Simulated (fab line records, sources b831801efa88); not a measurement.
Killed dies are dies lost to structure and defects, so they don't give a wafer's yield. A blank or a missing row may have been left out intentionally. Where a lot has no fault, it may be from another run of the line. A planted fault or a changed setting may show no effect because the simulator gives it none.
The tool behind it: which one?    flow gf180mcu    11 lots with 33 wafers sampled at 4 steps, on a route of 602 steps

== WHAT THE GAUGES SHOWED, per wafer ==
GF_V3_BOW_MEAS_05.
lot   measured      on             V3_BOW (um)
L519  day 21 10:41  film-metro-02  122 121 125
L520  day 21 19:41  film-metro-02  126 124 142
L522  day 22 19:53  film-metro-04  121 123 120
L524  day 23 13:19  film-metro-02  110 113 122
L526  day 24 08:53  film-metro-01  120 115 121
L527  day 24 16:04  film-metro-02  115 117 122
L528  day 25 05:26  film-metro-04  126 125 118
L534  day 27 07:34  film-metro-04  123 113 119
L537  day 27 19:53  film-metro-04  116 117 117
L539  day 28 08:08  film-metro-04  125 110 121
L540  day 28 14:22  film-metro-02  127 127 128

GF_M4_RS_MEAS_05: uses a four-point probe to measure.
lot   measured      on             M4_ALCU_RS (ohm/sq)
L519  day 22 12:14  film-metro-04  0.0686 0.0686 0.0680
L520  day 22 21:28  film-metro-02  0.0690 0.0690 0.0697
L522  day 23 20:26  film-metro-04  0.0692 0.0688 0.0690
L524  day 24 14:11  film-metro-03  0.0704 0.0696 0.0697
L526  day 25 08:05  film-metro-03  0.0703 0.0699 0.0699
L527  day 25 15:55  film-metro-03  0.0696 0.0702 0.0702
L528  day 26 04:32  film-metro-03  0.0702 0.0699 0.0696
L534  day 28 05:10  film-metro-02  0.0704 0.0697 0.0696
L537  day 28 16:45  film-metro-02  0.0694 0.0697 0.0690
L539  day 29 05:14  film-metro-02  0.0694 0.0696 0.0684
L540  day 29 10:58  film-metro-03  0.0700 0.0699 0.0699

GF_V4_THK_MEAS_03.
lot   measured      on             V4_CVD_02_THK (nm)
L519  day 23 12:34  film-metro-03  836 847 857
L520  day 23 21:02  film-metro-04  828 841 851
L522  day 24 19:00  film-metro-01  858 870 882
L524  day 25 13:11  film-metro-04  846 844 849
L526  day 26 05:47  film-metro-04  846 856 850
L527  day 26 14:11  film-metro-03  844 868 863
L528  day 27 01:46  film-metro-04  851 841 856
L534  day 29 01:31  film-metro-01  842 846 860
L537  day 29 12:32  film-metro-04  857 857 862
L539  day 30 01:39  film-metro-04  736 749 753 735 749 753
L540  day 30 06:15  film-metro-04  739 744 747 740 743 748

== WHAT TOOL EACH LOT RAN ON (gives the tool, then ch and the chambers of the sampled wafers, and finally the start) ==
lot   GF_V4_CVD_02
L519  pecvd-02 ch 1,2, day 23 12:29
L520  pecvd-02 ch 0,1,2, day 23 20:58
L522  pecvd-01 ch 1,2, day 24 18:55
L524  pecvd-01 ch 0,1,2, day 25 13:07
L526  pecvd-04 ch 0,1,2, day 26 05:43
L527  pecvd-04 ch 0,2, day 26 14:05
L528  pecvd-04 ch 0,2, day 27 01:42
L534  pecvd-01 ch 1,2, day 29 01:26
L537  pecvd-04 ch 1,2, day 29 12:26
L539  pecvd-04 ch 1,2, day 30 01:35
L540  pecvd-04 ch 0,1, day 30 06:10
- GF_V4_CVD_02: deposits SiO2 from TEOS, target thk 850 nm, time 94.851 s.

== WHAT THE TOOLS THEMSELVES READ (means of the sampled wafers that have a number; where no wafer has one, the mark that the record gives instead) ==
GF_V4_CVD_02.
lot   tool      heater-power-w (W)  susceptor-temp-C (C)
L519  pecvd-02  583                 400.09
L520  pecvd-02  701                 399.93
L522  pecvd-01  680                 399.90
L524  pecvd-01  578                 400.00
L526  pecvd-04  624                 400.02
L527  pecvd-04  603                 399.83
L528  pecvd-04  581                 400.14
L534  pecvd-01  695                 399.99
L537  pecvd-04  651                 400.10
L539  pecvd-04  576                 399.92
L540  pecvd-04  637                 399.86

== THE ANSWER, worked out from the rows above alone ==
Rule: what is usual is taken from the lots themselves. The widest of any qualifying gaps counts: lots, ordered by their means at a reading, are off when they make up no more than a third of the lots, leave a main group of 4 or more, and stand apart from it by 3 or more times the standard deviation of that group's means. If all means in a main group match to the digits the tables above print for the reading, that group is not used. A lot without any number at a reading at which 4 lots or more have one is off too. Where the step has rows for the other lots, those lots are counted as sound. The gauges are gone through in route order, then the tools' own readings, and for those a lot's mean is taken as printed above. The first step at which some lot is off is used, and at that step the reading that is off furthest; a lot without a number counts as furthest.
Off: L539, L540, seen at GF_V4_THK_MEAS_03 (V4_CVD_02_THK). For the main group the mean is 852 nm and the standard deviation 8.4.
If a tool, at a process step before that reading, ran all the lots that are off and no sound lot after the first of them, it fits. The gauges at GF_V4_THK_MEAS_03 are tried like those tools. Undecided on this evidence; 2 tools fit (pecvd-04 at GF_V4_CVD_02, film-metro-04 at GF_V4_THK_MEAS_03).

== WHAT WAS PUT IN BY THE SIMULATOR ==
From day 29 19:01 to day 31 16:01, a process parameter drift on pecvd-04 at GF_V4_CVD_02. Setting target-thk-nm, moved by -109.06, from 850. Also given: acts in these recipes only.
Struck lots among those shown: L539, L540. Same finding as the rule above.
